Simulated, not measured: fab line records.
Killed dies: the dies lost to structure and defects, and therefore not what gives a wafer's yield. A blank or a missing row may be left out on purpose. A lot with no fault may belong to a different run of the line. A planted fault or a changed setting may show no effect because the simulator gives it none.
fab line records :: flow gf180mcu
[record]
  lots = 6
  wafers = 18
  lastDay = 34
route steps=602 shown TOP_METAL@583 PASSIVATION@587
lots untouched by any fault: they come from a run of this same line in which no faults occurred
startH: hours from the record's first day to the start of the lot's first wafer shown :: waitH: hours from the lot's prior step to this one :: " unchanged from the row above :: L1.1+2: one row covering several wafers at once :: - no value present, or no start provided :: * or withheld: withheld :: < > ~ a bound
route shown NAME@n: a module of which the file shows steps, and the number in the route of the first :: usual: the fault-free wafers' mean and standard deviation :: same: alike in all rows :: chamber/n: place in a boat :: sites: per-site readings :: _std_site: the standard deviation of these :: _edge_site: inner sites' mean taken away from outer sites' mean :: radiusMm: for every site, how far away it sits from the centre of the wafer :: mask NAME#n: copy n :: behind: the most recent tool/chamber to have shaped the wafer :: hold: why the lot was held/for how many hours/how that ended :: device: which transistor (n, p or np) failed to switch :: end of line: the route-end tests of the same wafers :: where a step has no rows: the recipe by itself :: killed: dies that structure and defects cost at the first sort, which is not the same as the wafer's yield :: map: a wafer's dies, marking killed ones x, the rest . and places with no die _
set.NAME: the setting as run; set.NAME@STEP: as run at that earlier step :: model.NAME: the simulator's own value behind a step, which no gauge read
lots at selected steps of the route; one table per step, one row per wafer
services: from which hour (startH, from the record's first day; less than 0 if before it) a tool's chamber was out of use, for how many hours, and why
[[steps]]
[step GF_TOP_METAL_METAL_ETCH_16]
[recipe]
  chemistry = Cl2/BCl3
  maskMaterial = NOVOLAK
  targetDepthNm = 1197
  stopOn = SiO2
  pressureMtorr = 8
  icpW = 800
  biasW = 140
  Cl2_flow_sccm = 80
  bcl3FlowSccm = 40
  timeS = 199.5
[usual]
  drypumpMotorCurrentA = 5.9/0.36
  oesProductAu = 0.989/0.0065
  rfFwdPowerW = 796.5/2.6
  throttleValvePct = 28.232/0.0095
lot.wafer: L960.3
tool: rieMetal-02
chamber: 0
startH: 679.31
waitH: 0.1
drypumpMotorCurrentA: 6.0
oesProductAu: 0.986
rfFwdPowerW: 797.7
rfHoursCounterH: -
throttleValvePct: 28.230

lot.wafer: L960.4
tool: rieMetal-02
chamber: 1
startH: 679.31
waitH: 0.1
drypumpMotorCurrentA: 6.2
oesProductAu: 0.988
rfFwdPowerW: 798.6
rfHoursCounterH: -
throttleValvePct: 28.223

lot.wafer: L960.6
tool: rieMetal-02
chamber: 0
startH: 679.31
waitH: 0.1
drypumpMotorCurrentA: 6.0
oesProductAu: 0.987
rfFwdPowerW: 798.5
rfHoursCounterH: -
throttleValvePct: 28.257

lot.wafer: L965.1
tool: rieMetal-01
chamber: 0
startH: 715.75
waitH: 0.0
drypumpMotorCurrentA: 6.1
oesProductAu: 0.990
rfFwdPowerW: 793.5
rfHoursCounterH: 2
throttleValvePct: 28.232

lot.wafer: L965.2
tool: rieMetal-01
chamber: 1
startH: 715.75
waitH: 0.0
drypumpMotorCurrentA: 5.2
oesProductAu: 0.988
rfFwdPowerW: 792.7
rfHoursCounterH: 7
throttleValvePct: 28.231

lot.wafer: L965.5
tool: rieMetal-01
chamber: 0
startH: 715.75
waitH: 0.0
drypumpMotorCurrentA: 6.1
oesProductAu: 0.995
rfFwdPowerW: 796.3
rfHoursCounterH: -
throttleValvePct: 28.219

lot.wafer: L971.3
tool: rieMetal-01
chamber: 1
startH: 753.48
waitH: 0.1
drypumpMotorCurrentA: 5.2
oesProductAu: 0.988
rfFwdPowerW: 791.5
rfHoursCounterH: -
throttleValvePct: 28.232

lot.wafer: L971.4
tool: rieMetal-01
chamber: 0
startH: 753.48
waitH: 0.1
drypumpMotorCurrentA: 6.1
oesProductAu: 0.997
rfFwdPowerW: 801.5
rfHoursCounterH: -
throttleValvePct: 28.230

lot.wafer: L971.6
tool: rieMetal-01
chamber: 0
startH: 753.48
waitH: 0.1
drypumpMotorCurrentA: 6.1
oesProductAu: 1.001
rfFwdPowerW: 796.5
rfHoursCounterH: -
throttleValvePct: 28.230

lot.wafer: L972.1
tool: rieMetal-02
chamber: 0
startH: 756.57
waitH: 0.0
drypumpMotorCurrentA: 6.0
oesProductAu: 0.981
rfFwdPowerW: 792.2
rfHoursCounterH: 15
throttleValvePct: 28.240

lot.wafer: L972.2
tool: rieMetal-02
chamber: 1
startH: 756.57
waitH: 0.0
drypumpMotorCurrentA: 6.2
oesProductAu: 0.986
rfFwdPowerW: 797.1
rfHoursCounterH: 9
throttleValvePct: 28.234

lot.wafer: L972.4
tool: rieMetal-02
chamber: 0
startH: 756.57
waitH: 0.0
drypumpMotorCurrentA: 6.0
oesProductAu: 0.982
rfFwdPowerW: 797.8
rfHoursCounterH: -
throttleValvePct: 28.246

lot.wafer: L974.2
tool: rieMetal-04
chamber: 0
startH: 774.72
waitH: 0.0
drypumpMotorCurrentA: 6.1
oesProductAu: 0.992
rfFwdPowerW: 793.4
rfHoursCounterH: 15
throttleValvePct: 28.240

lot.wafer: L974.4
tool: rieMetal-04
chamber: 1
startH: 774.72
waitH: 0.0
drypumpMotorCurrentA: 5.7
oesProductAu: 0.984
rfFwdPowerW: 800.7
rfHoursCounterH: -
throttleValvePct: 28.228

lot.wafer: L974.6
tool: rieMetal-04
chamber: 1
startH: 774.72
waitH: 0.0
drypumpMotorCurrentA: 5.7
oesProductAu: 0.989
rfFwdPowerW: 799.3
rfHoursCounterH: -
throttleValvePct: 28.243

lot.wafer: L978.2
tool: rieMetal-02
chamber: 1
startH: 803.07
waitH: 0.0
drypumpMotorCurrentA: 6.2
oesProductAu: 0.985
rfFwdPowerW: 795.7
rfHoursCounterH: 12
throttleValvePct: 28.242

lot.wafer: L978.4
tool: rieMetal-02
chamber: 1
startH: 803.07
waitH: 0.0
drypumpMotorCurrentA: 6.2
oesProductAu: 0.985
rfFwdPowerW: 796.9
rfHoursCounterH: -
throttleValvePct: 28.211

lot.wafer: L978.6
tool: rieMetal-02
chamber: 1
startH: 803.07
waitH: 0.0
drypumpMotorCurrentA: 6.2
oesProductAu: 0.982
rfFwdPowerW: 797.1
rfHoursCounterH: -
throttleValvePct: 28.242
[step GF_TOP_METAL_STRIP_17]
[recipe]
  chemistry = O2/N2
  powerW = 1400
  pressureMtorr = 1500
  platenTempC = 250
  o2FlowSccm = 3000
  n2FlowSccm = 300
  overashFraction = 0.5
[usual]
  drypumpMotorCurrentA = 5.5/0.34
  heaterPowerW = 339/44
  oesProductAu = 0.710/0.0043
  platenTempC = 250.01/0.19
  stripTimeToEndpointS = 12.96/0.097
lot.wafer: L960.3
tool: plasmaAsher-02
chamber: 1
startH: 679.47
waitH: 0.1
drypumpMotorCurrentA: 5.3
heaterPowerW: 323
oesProductAu: 0.704
platenTempC: 249.92
rfHoursCounterH: -
stripTimeToEndpointS: 13.05

lot.wafer: L960.4
tool: plasmaAsher-02
chamber: 0
startH: 679.47
waitH: 0.1
drypumpMotorCurrentA: 5.1
heaterPowerW: 443
oesProductAu: 0.709
platenTempC: 250.25
rfHoursCounterH: -
stripTimeToEndpointS: 12.96

lot.wafer: L960.6
tool: plasmaAsher-02
chamber: 0
startH: 679.47
waitH: 0.1
drypumpMotorCurrentA: 5.1
heaterPowerW: 439
oesProductAu: 0.706
platenTempC: 249.85
rfHoursCounterH: -
stripTimeToEndpointS: 13.10

lot.wafer: L965.1
tool: plasmaAsher-03
chamber: 1
startH: 716.00
waitH: 0.2
drypumpMotorCurrentA: 6.1
heaterPowerW: 346
oesProductAu: 0.712
platenTempC: 250.05
rfHoursCounterH: 103
stripTimeToEndpointS: 12.79

lot.wafer: L965.2
tool: plasmaAsher-03
chamber: 0
startH: 716.00
waitH: 0.2
drypumpMotorCurrentA: 5.4
heaterPowerW: 294
oesProductAu: 0.712
platenTempC: 250.32
rfHoursCounterH: 103
stripTimeToEndpointS: 12.84

lot.wafer: L965.5
tool: plasmaAsher-03
chamber: 1
startH: 716.00
waitH: 0.2
drypumpMotorCurrentA: 6.0
heaterPowerW: 333
oesProductAu: 0.713
platenTempC: 249.88
rfHoursCounterH: -
stripTimeToEndpointS: 12.79

lot.wafer: L971.3
tool: plasmaAsher-03
chamber: 1
startH: 753.64
waitH: 0.1
drypumpMotorCurrentA: 6.1
heaterPowerW: 333
oesProductAu: 0.717
platenTempC: 249.97
rfHoursCounterH: -
stripTimeToEndpointS: 13.02

lot.wafer: L971.4
tool: plasmaAsher-03
chamber: 0
startH: 753.64
waitH: 0.1
drypumpMotorCurrentA: 5.4
heaterPowerW: 301
oesProductAu: 0.708
platenTempC: 249.79
rfHoursCounterH: -
stripTimeToEndpointS: 12.86

lot.wafer: L971.6
tool: plasmaAsher-03
chamber: 1
startH: 753.64
waitH: 0.1
drypumpMotorCurrentA: 6.1
heaterPowerW: 332
oesProductAu: 0.708
platenTempC: 250.09
rfHoursCounterH: -
stripTimeToEndpointS: 12.85

lot.wafer: L972.1
tool: plasmaAsher-04
chamber: 0
startH: 756.76
waitH: 0.1
drypumpMotorCurrentA: 5.6
heaterPowerW: 373
oesProductAu: 0.719
platenTempC: 250.28
rfHoursCounterH: 69
stripTimeToEndpointS: 13.13

lot.wafer: L972.2
tool: plasmaAsher-04
chamber: 1
startH: 756.76
waitH: 0.1
drypumpMotorCurrentA: 5.5
heaterPowerW: 329
oesProductAu: 0.707
platenTempC: 249.87
rfHoursCounterH: 69
stripTimeToEndpointS: 13.09

lot.wafer: L972.4
tool: plasmaAsher-04
chamber: 1
startH: 756.76
waitH: 0.1
drypumpMotorCurrentA: 5.5
heaterPowerW: 322
oesProductAu: 0.719
platenTempC: 250.33
rfHoursCounterH: -
stripTimeToEndpointS: 13.17

lot.wafer: L974.2
tool: plasmaAsher-02
chamber: 0
startH: 774.91
waitH: 0.1
drypumpMotorCurrentA: 5.1
heaterPowerW: 406
oesProductAu: 0.717
platenTempC: 250.08
rfHoursCounterH: 4
stripTimeToEndpointS: 12.88

lot.wafer: L974.4
tool: plasmaAsher-02
chamber: 1
startH: 774.91
waitH: 0.1
drypumpMotorCurrentA: 5.3
heaterPowerW: 310
oesProductAu: 0.715
platenTempC: 249.91
rfHoursCounterH: -
stripTimeToEndpointS: 12.93

lot.wafer: L974.6
tool: plasmaAsher-02
chamber: 0
startH: 774.91
waitH: 0.1
drypumpMotorCurrentA: 5.1
heaterPowerW: 421
oesProductAu: 0.713
platenTempC: 249.87
rfHoursCounterH: -
stripTimeToEndpointS: 12.92

lot.wafer: L978.2
tool: plasmaAsher-04
chamber: 1
startH: 803.26
waitH: 0.1
drypumpMotorCurrentA: 5.5
heaterPowerW: 330
oesProductAu: 0.712
platenTempC: 250.42
rfHoursCounterH: 74
stripTimeToEndpointS: 13.03

lot.wafer: L978.4
tool: plasmaAsher-04
chamber: 1
startH: 803.26
waitH: 0.1
drypumpMotorCurrentA: 5.5
heaterPowerW: 337
oesProductAu: 0.709
platenTempC: 250.05
rfHoursCounterH: -
stripTimeToEndpointS: 12.96

lot.wafer: L978.6
tool: plasmaAsher-04
chamber: 0
startH: 803.26
waitH: 0.1
drypumpMotorCurrentA: 5.7
heaterPowerW: 366
oesProductAu: 0.703
platenTempC: 250.16
rfHoursCounterH: -
stripTimeToEndpointS: 13.04
[step GF_TOP_METAL_STRIP_18]
[recipe]
  chemistry = postEtchResidueRemover
  timeS = 1200
  tempC = 72.5
[step GF_TOP_METAL_CLEAN_19]
[recipe]
  chemistry = DIW
  dry = n2Spin
[step GF_PASSIVATION_CVD_00]
[recipe]
  material = SiO2
  targetThkNm = 1000
  precursor = TEOS
  tempC = 400
  timeS = 111.95
  rfW = 600
[usual]
  heaterPowerW = 622/100
  rfFwdPowerW = 596.8/2
lot.wafer: L960.3
tool: pecvd-01
chamber: 1
startH: 680.01
waitH: 0.0
heaterPowerW: 458
rfFwdPowerW: 596.7

lot.wafer: L960.4
tool: pecvd-01
chamber: 1
startH: 680.01
waitH: 0.0
heaterPowerW: 515
rfFwdPowerW: 598.4

lot.wafer: L960.6
tool: pecvd-01
chamber: 2
startH: 680.01
waitH: 0.0
heaterPowerW: 658
rfFwdPowerW: 597.2

lot.wafer: L965.1
tool: pecvd-03
chamber: 2
startH: 716.54
waitH: 0.0
heaterPowerW: 676
rfFwdPowerW: 595.3

lot.wafer: L965.2
tool: pecvd-03
chamber: 1
startH: 716.54
waitH: 0.0
heaterPowerW: 799
rfFwdPowerW: 595.7

lot.wafer: L965.5
tool: pecvd-03
chamber: 2
startH: 716.54
waitH: 0.0
heaterPowerW: 604
rfFwdPowerW: 595.9

lot.wafer: L971.3
tool: pecvd-04
chamber: 1
startH: 754.18
waitH: 0.0
heaterPowerW: 787
rfFwdPowerW: 596.0

lot.wafer: L971.4
tool: pecvd-04
chamber: 1
startH: 754.18
waitH: 0.0
heaterPowerW: 829
rfFwdPowerW: 597.8

lot.wafer: L971.6
tool: pecvd-04
chamber: 2
startH: 754.18
waitH: 0.0
heaterPowerW: 677
rfFwdPowerW: 596.5

lot.wafer: L972.1
tool: pecvd-03
chamber: 2
startH: 757.30
waitH: 0.0
heaterPowerW: 608
rfFwdPowerW: 596.6

lot.wafer: L972.2
tool: pecvd-03
chamber: 1
startH: 757.30
waitH: 0.0
heaterPowerW: 712
rfFwdPowerW: 598.8

lot.wafer: L972.4
tool: pecvd-03
chamber: 2
startH: 757.30
waitH: 0.0
heaterPowerW: 659
rfFwdPowerW: 598.3

lot.wafer: L974.2
tool: pecvd-03
chamber: 0
startH: 775.44
waitH: 0.0
heaterPowerW: 498
rfFwdPowerW: 598.0

lot.wafer: L974.4
tool: pecvd-03
chamber: 0
startH: 775.44
waitH: 0.0
heaterPowerW: 525
rfFwdPowerW: 599.3

lot.wafer: L974.6
tool: pecvd-03
chamber: 1
startH: 775.44
waitH: 0.0
heaterPowerW: 660
rfFwdPowerW: 595.0

lot.wafer: L978.2
tool: pecvd-03
chamber: 1
startH: 803.79
waitH: 0.0
heaterPowerW: 676
rfFwdPowerW: 597.6

lot.wafer: L978.4
tool: pecvd-03
chamber: 2
startH: 803.79
waitH: 0.0
heaterPowerW: 664
rfFwdPowerW: 593.8

lot.wafer: L978.6
tool: pecvd-03
chamber: 0
startH: 803.79
waitH: 0.0
heaterPowerW: 428
rfFwdPowerW: 597.4
[step GF_PASSIVATION_THK_MEAS_01]
[recipe]
  reads = SiO2_of_PASSIVATION_CVD_00
[usual]
  PASSIVATION_CVD_00_THK = 1005/14
lot.wafer: L960.3
tool: filmMetro-01
chamber: -
startH: 680.11
waitH: 0.1
PASSIVATION_CVD_00_THK[nm]: 995

lot.wafer: L960.4
tool: filmMetro-01
chamber: -
startH: 680.11
waitH: 0.1
PASSIVATION_CVD_00_THK[nm]: 1011

lot.wafer: L960.6
tool: filmMetro-01
chamber: -
startH: 680.11
waitH: 0.1
PASSIVATION_CVD_00_THK[nm]: 1026

lot.wafer: L965.1
tool: filmMetro-01
chamber: -
startH: 716.66
waitH: 0.1
PASSIVATION_CVD_00_THK[nm]: 996

lot.wafer: L965.2
tool: filmMetro-01
chamber: -
startH: 716.66
waitH: 0.1
PASSIVATION_CVD_00_THK[nm]: 1012

lot.wafer: L965.5
tool: filmMetro-01
chamber: -
startH: 716.66
waitH: 0.1
PASSIVATION_CVD_00_THK[nm]: 1003

lot.wafer: L971.3
tool: filmMetro-04
chamber: -
startH: 754.28
waitH: 0.1
PASSIVATION_CVD_00_THK[nm]: 981

lot.wafer: L971.4
tool: filmMetro-04
chamber: -
startH: 754.28
waitH: 0.1
PASSIVATION_CVD_00_THK[nm]: 1000

lot.wafer: L971.6
tool: filmMetro-04
chamber: -
startH: 754.28
waitH: 0.1
PASSIVATION_CVD_00_THK[nm]: 989

lot.wafer: L972.1
tool: filmMetro-02
chamber: -
startH: 757.38
waitH: 0.0
PASSIVATION_CVD_00_THK[nm]: 993

lot.wafer: L972.2
tool: filmMetro-02
chamber: -
startH: 757.38
waitH: 0.0
PASSIVATION_CVD_00_THK[nm]: 1021

lot.wafer: L972.4
tool: filmMetro-02
chamber: -
startH: 757.38
waitH: 0.0
PASSIVATION_CVD_00_THK[nm]: 997

lot.wafer: L974.2
tool: filmMetro-04
chamber: -
startH: 775.53
waitH: 0.0
PASSIVATION_CVD_00_THK[nm]: 1016

lot.wafer: L974.4
tool: filmMetro-04
chamber: -
startH: 775.53
waitH: 0.0
PASSIVATION_CVD_00_THK[nm]: 1011

lot.wafer: L974.6
tool: filmMetro-04
chamber: -
startH: 775.53
waitH: 0.0
PASSIVATION_CVD_00_THK[nm]: 1026

lot.wafer: L978.2
tool: filmMetro-04
chamber: -
startH: 803.88
waitH: 0.0
PASSIVATION_CVD_00_THK[nm]: 1004

lot.wafer: L978.4
tool: filmMetro-04
chamber: -
startH: 803.88
waitH: 0.0
PASSIVATION_CVD_00_THK[nm]: 1025

lot.wafer: L978.6
tool: filmMetro-04
chamber: -
startH: 803.88
waitH: 0.0
PASSIVATION_CVD_00_THK[nm]: 1026
[step GF_PASSIVATION_CVD_02]
[recipe]
  material = Si3N4
  targetThkNm = 700
  timeS = 486.18
  tempC = 400
  rfW = 450
[usual]
  heaterPowerW = 681/99
  rfFwdPowerW = 449.4/1.4
lot.wafer: L960.3
tool: pecvd-03
chamber: 1
startH: 680.15
waitH: 0.0
heaterPowerW: 787
rfFwdPowerW: 448.3

lot.wafer: L960.4
tool: pecvd-03
chamber: 2
startH: 680.15
waitH: 0.0
heaterPowerW: 747
rfFwdPowerW: 447.1

lot.wafer: L960.6
tool: pecvd-03
chamber: 1
startH: 680.15
waitH: 0.0
heaterPowerW: 844
rfFwdPowerW: 449.6

lot.wafer: L965.1
tool: pecvd-04
chamber: 2
startH: 716.72
waitH: 0.1
heaterPowerW: 721
rfFwdPowerW: 451.0

lot.wafer: L965.2
tool: pecvd-04
chamber: 0
startH: 716.72
waitH: 0.1
heaterPowerW: 681
rfFwdPowerW: 445.2

lot.wafer: L965.5
tool: pecvd-04
chamber: 0
startH: 716.72
waitH: 0.1
heaterPowerW: 592
rfFwdPowerW: 447.4

lot.wafer: L971.3
tool: pecvd-01
chamber: 1
startH: 754.32
waitH: 0.0
heaterPowerW: 594
rfFwdPowerW: 451.1

lot.wafer: L971.4
tool: pecvd-01
chamber: 2
startH: 754.32
waitH: 0.0
heaterPowerW: 672
rfFwdPowerW: 450.1

lot.wafer: L971.6
tool: pecvd-01
chamber: 0
startH: 754.32
waitH: 0.0
heaterPowerW: 711
rfFwdPowerW: 449.5

lot.wafer: L972.1
tool: pecvd-01
chamber: 2
startH: 757.44
waitH: 0.1
heaterPowerW: 701
rfFwdPowerW: 448.6

lot.wafer: L972.2
tool: pecvd-01
chamber: 0
startH: 757.44
waitH: 0.1
heaterPowerW: 621
rfFwdPowerW: 449.1

lot.wafer: L972.4
tool: pecvd-01
chamber: 1
startH: 757.44
waitH: 0.1
heaterPowerW: 576
rfFwdPowerW: 449.1

lot.wafer: L974.2
tool: pecvd-01
chamber: 0
startH: 775.58
waitH: 0.0
heaterPowerW: 722
rfFwdPowerW: 447.9

lot.wafer: L974.4
tool: pecvd-01
chamber: 0
startH: 775.58
waitH: 0.0
heaterPowerW: 579
rfFwdPowerW: 447.4

lot.wafer: L974.6
tool: pecvd-01
chamber: 2
startH: 775.58
waitH: 0.0
heaterPowerW: 586
rfFwdPowerW: 449.6

lot.wafer: L978.2
tool: pecvd-01
chamber: 1
startH: 803.93
waitH: 0.0
heaterPowerW: 570
rfFwdPowerW: 450.6

lot.wafer: L978.4
tool: pecvd-01
chamber: 2
startH: 803.93
waitH: 0.0
heaterPowerW: 603
rfFwdPowerW: 450.4

lot.wafer: L978.6
tool: pecvd-01
chamber: 1
startH: 803.93
waitH: 0.0
heaterPowerW: 592
rfFwdPowerW: 449.6
[step GF_PASSIVATION_THK_MEAS_03]
[recipe]
  reads = Si3N4_of_PASSIVATION_CVD_02
[usual]
  PASSIVATION_CVD_02_THK = 703/9.6
lot.wafer: L960.3
tool: filmMetro-02
chamber: -
startH: 680.46
waitH: 0.2
PASSIVATION_CVD_02_THK[nm]: 703

lot.wafer: L960.4
tool: filmMetro-02
chamber: -
startH: 680.46
waitH: 0.2
PASSIVATION_CVD_02_THK[nm]: 718

lot.wafer: L960.6
tool: filmMetro-02
chamber: -
startH: 680.46
waitH: 0.2
PASSIVATION_CVD_02_THK[nm]: 709

lot.wafer: L965.1
tool: filmMetro-01
chamber: -
startH: 717.15
waitH: 0.3
PASSIVATION_CVD_02_THK[nm]: 701

lot.wafer: L965.2
tool: filmMetro-01
chamber: -
startH: 717.15
waitH: 0.3
PASSIVATION_CVD_02_THK[nm]: 692

lot.wafer: L965.5
tool: filmMetro-01
chamber: -
startH: 717.15
waitH: 0.3
PASSIVATION_CVD_02_THK[nm]: 709

lot.wafer: L971.3
tool: filmMetro-01
chamber: -
startH: 754.63
waitH: 0.2
PASSIVATION_CVD_02_THK[nm]: 689

lot.wafer: L971.4
tool: filmMetro-01
chamber: -
startH: 754.63
waitH: 0.2
PASSIVATION_CVD_02_THK[nm]: 709

lot.wafer: L971.6
tool: filmMetro-01
chamber: -
startH: 754.63
waitH: 0.2
PASSIVATION_CVD_02_THK[nm]: 702

lot.wafer: L972.1
tool: filmMetro-02
chamber: -
startH: 757.73
waitH: 0.1
PASSIVATION_CVD_02_THK[nm]: 719

lot.wafer: L972.2
tool: filmMetro-02
chamber: -
startH: 757.73
waitH: 0.1
PASSIVATION_CVD_02_THK[nm]: 706

lot.wafer: L972.4
tool: filmMetro-02
chamber: -
startH: 757.73
waitH: 0.1
PASSIVATION_CVD_02_THK[nm]: 712

lot.wafer: L974.2
tool: filmMetro-01
chamber: -
startH: 775.88
waitH: 0.2
PASSIVATION_CVD_02_THK[nm]: 678

lot.wafer: L974.4
tool: filmMetro-01
chamber: -
startH: 775.88
waitH: 0.2
PASSIVATION_CVD_02_THK[nm]: 690

lot.wafer: L974.6
tool: filmMetro-01
chamber: -
startH: 775.88
waitH: 0.2
PASSIVATION_CVD_02_THK[nm]: 701

lot.wafer: L978.2
tool: filmMetro-02
chamber: -
startH: 804.23
waitH: 0.2
PASSIVATION_CVD_02_THK[nm]: 695

lot.wafer: L978.4
tool: filmMetro-02
chamber: -
startH: 804.23
waitH: 0.2
PASSIVATION_CVD_02_THK[nm]: 715

lot.wafer: L978.6
tool: filmMetro-02
chamber: -
startH: 804.23
waitH: 0.2
PASSIVATION_CVD_02_THK[nm]: 711
[step GF_PASSIVATION_DEHYDRATE_04]
[recipe]
  tempC = 200
  timeS = 60
[step GF_PASSIVATION_HMDS_05]
[recipe]
  primeTimeS = 60
  primeTempC = 120
[step GF_PASSIVATION_COAT_06]
[recipe]
  spinRpm = 2000
  resistThkNm = 4000
[step GF_PASSIVATION_SOFTBAKE_07]
[recipe]
  tempC = 110
  timeS = withheld
[step GF_PASSIVATION_EXPOSE_08]
[recipe]
  maskId = Pad
  targetCdNm = 40000
  na = 0.57
  doseMj = 310
[usual]
  exposureDoseMJCm2 = 310.0/0.32
  focusOffsetNm = 0.1/0.49
  stageVelMmS = 500.02/0.23
lot.wafer: L960.3
tool: ilineStepper-02
chamber: 0
startH: 690.07
waitH: -
mask: Pad#0
exposureDoseMJCm2: 310.1
focusOffsetNm: -0.5
stageVelMmS: 500.15

lot.wafer: L960.4
tool: ilineStepper-02
chamber: 0
startH: 690.07
waitH: -
mask: Pad#0
exposureDoseMJCm2: 309.8
focusOffsetNm: 0.2
stageVelMmS: 500.18

lot.wafer: L960.6
tool: ilineStepper-02
chamber: 0
startH: 690.07
waitH: -
mask: Pad#0
exposureDoseMJCm2: 310.3
focusOffsetNm: -0.4
stageVelMmS: 499.96

lot.wafer: L965.1
tool: ilineStepper-01
chamber: 0
startH: 726.19
waitH: -
mask: Pad#0
exposureDoseMJCm2: 310.0
focusOffsetNm: -0.3
stageVelMmS: 500.07

lot.wafer: L965.2
tool: ilineStepper-01
chamber: 0
startH: 726.19
waitH: -
mask: Pad#0
exposureDoseMJCm2: 310.0
focusOffsetNm: 0.0
stageVelMmS: 500.00

lot.wafer: L965.5
tool: ilineStepper-01
chamber: 0
startH: 726.19
waitH: -
mask: Pad#0
exposureDoseMJCm2: 310.0
focusOffsetNm: -0.5
stageVelMmS: 500.31

lot.wafer: L971.3
tool: ilineStepper-02
chamber: -
startH: 762.38
waitH: -
mask: Pad#0
exposureDoseMJCm2: -
focusOffsetNm: -
stageVelMmS: -

lot.wafer: L971.4
tool: ilineStepper-02
chamber: -
startH: 762.38
waitH: -
mask: Pad#0
exposureDoseMJCm2: -
focusOffsetNm: -
stageVelMmS: -

lot.wafer: L971.6
tool: ilineStepper-02
chamber: -
startH: 762.38
waitH: -
mask: Pad#0
exposureDoseMJCm2: -
focusOffsetNm: -
stageVelMmS: -

lot.wafer: L972.1
tool: ilineStepper-02
chamber: -
startH: 766.33
waitH: -
mask: Pad#0
exposureDoseMJCm2: -
focusOffsetNm: -
stageVelMmS: -

lot.wafer: L972.2
tool: ilineStepper-02
chamber: -
startH: 766.33
waitH: -
mask: Pad#0
exposureDoseMJCm2: -
focusOffsetNm: -
stageVelMmS: -

lot.wafer: L972.4
tool: ilineStepper-02
chamber: -
startH: 766.33
waitH: -
mask: Pad#0
exposureDoseMJCm2: -
focusOffsetNm: -
stageVelMmS: -

lot.wafer: L974.2
tool: ilineStepper-01
chamber: 0
startH: 784.18
waitH: -
mask: Pad#0
exposureDoseMJCm2: 309.9
focusOffsetNm: 0.4
stageVelMmS: 499.70

lot.wafer: L974.4
tool: ilineStepper-01
chamber: 0
startH: 784.18
waitH: -
mask: Pad#0
exposureDoseMJCm2: 309.8
focusOffsetNm: 0.2
stageVelMmS: 500.02

lot.wafer: L974.6
tool: ilineStepper-01
chamber: 0
startH: 784.18
waitH: -
mask: Pad#0
exposureDoseMJCm2: 309.8
focusOffsetNm: 0.4
stageVelMmS: 499.86

lot.wafer: L978.2
tool: ilineStepper-01
chamber: 0
startH: 811.26
waitH: -
mask: Pad#0
exposureDoseMJCm2: 310.4
focusOffsetNm: -0.2
stageVelMmS: 499.82

lot.wafer: L978.4
tool: ilineStepper-01
chamber: 0
startH: 811.26
waitH: -
mask: Pad#0
exposureDoseMJCm2: 310.1
focusOffsetNm: 0.2
stageVelMmS: 500.16

lot.wafer: L978.6
tool: ilineStepper-01
chamber: 0
startH: 811.26
waitH: -
mask: Pad#0
exposureDoseMJCm2: 310.1
focusOffsetNm: 0.3
stageVelMmS: 499.83
[step GF_PASSIVATION_PEB_09]
[recipe]
  tempC = 115
  timeS = withheld
[[services]]
tool: ilineStepper-02
chamber: 0
startH: 656.53
hours: -
kind: calibration

tool: rieMetal-02
chamber: -
startH: 672.20
hours: 2.8
kind: pm

tool: pecvd-03
chamber: -
startH: 689.20
hours: 19.0
kind: repair

tool: pecvd-03
chamber: 0
startH: 698.59
hours: 19.5
kind: repair

tool: rieMetal-01
chamber: -
startH: 702.64
hours: 2.8
kind: pm

tool: pecvd-04
chamber: 1
startH: 713.54
hours: 14.8
kind: repair

tool: rieMetal-02
chamber: 0
startH: 720.59
hours: 5.3
kind: repair

tool: ilineStepper-02
chamber: -
startH: 722.94
hours: 17.9
kind: repair

tool: plasmaAsher-04
chamber: -
startH: 725.38
hours: 15.6
kind: pm

tool: plasmaAsher-02
chamber: -
startH: 733.75
hours: 9.0
kind: pm

tool: plasmaAsher-02
chamber: 0
startH: 733.75
hours: 9.0
kind: ventCycle

tool: plasmaAsher-02
chamber: 1
startH: 733.75
hours: 9.0
kind: ventCycle

tool: plasmaAsher-02
chamber: 0
startH: 742.75
hours: -
kind: clean

tool: plasmaAsher-02
chamber: 1
startH: 742.75
hours: -
kind: clean

tool: ilineStepper-01
chamber: -
startH: 747.39
hours: 9.8
kind: repair

tool: rieMetal-04
chamber: -
startH: 752.94
hours: 4.6
kind: repair

tool: ilineStepper-01
chamber: 0
startH: 756.66
hours: -
kind: calibration

tool: pecvd-03
chamber: -
startH: 769.06
hours: 2.8
kind: pm

tool: plasmaAsher-03
chamber: -
startH: 769.23
hours: 8.4
kind: pm

tool: pecvd-03
chamber: -
startH: 794.58
hours: 3.4
kind: repair

tool: ilineStepper-02
chamber: -
startH: 795.93
hours: 2.8
kind: repair

tool: pecvd-04
chamber: -
startH: 799.38
hours: 14.0
kind: pm

tool: pecvd-04
chamber: 0
startH: 799.38
hours: 14.0
kind: ventCycle

tool: pecvd-04
chamber: 1
startH: 799.38
hours: 14.0
kind: ventCycle
[[key]]
[firstSign]
  step = GF_PASSIVATION_EXPOSE_08
  reading = toolRecord
  direction = missing
effect none on later readings
metAt GF_PASSIVATION_EXPOSE_08
struckWafers L971.3,L971.4,L971.6,L972.1,L972.2,L972.4
laterRowsLeftOut L971.3,L971.4,L971.6,L972.1,L972.2,L972.4
sortLeftOut L971.3,L971.4,L971.6,L972.1,L972.2,L972.4
onsetBetween 690.07 762.38
[fault]
  kind = skippedStepWhole
  tool = ilineStepper-02
  chamber = -
  onsetH = 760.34
  steps = GF_PASSIVATION_EXPOSE_08
  scope = struckLotsOnly
// sortLeftOut: the simulated sort isn't trusted on such a fault, so these wafers' sort isn't shown, and their yield isn't known
// laterRowsLeftOut: the simulator's readings of these wafers behind a module that went badly wrong aren't trusted and aren't shown, but for the sort
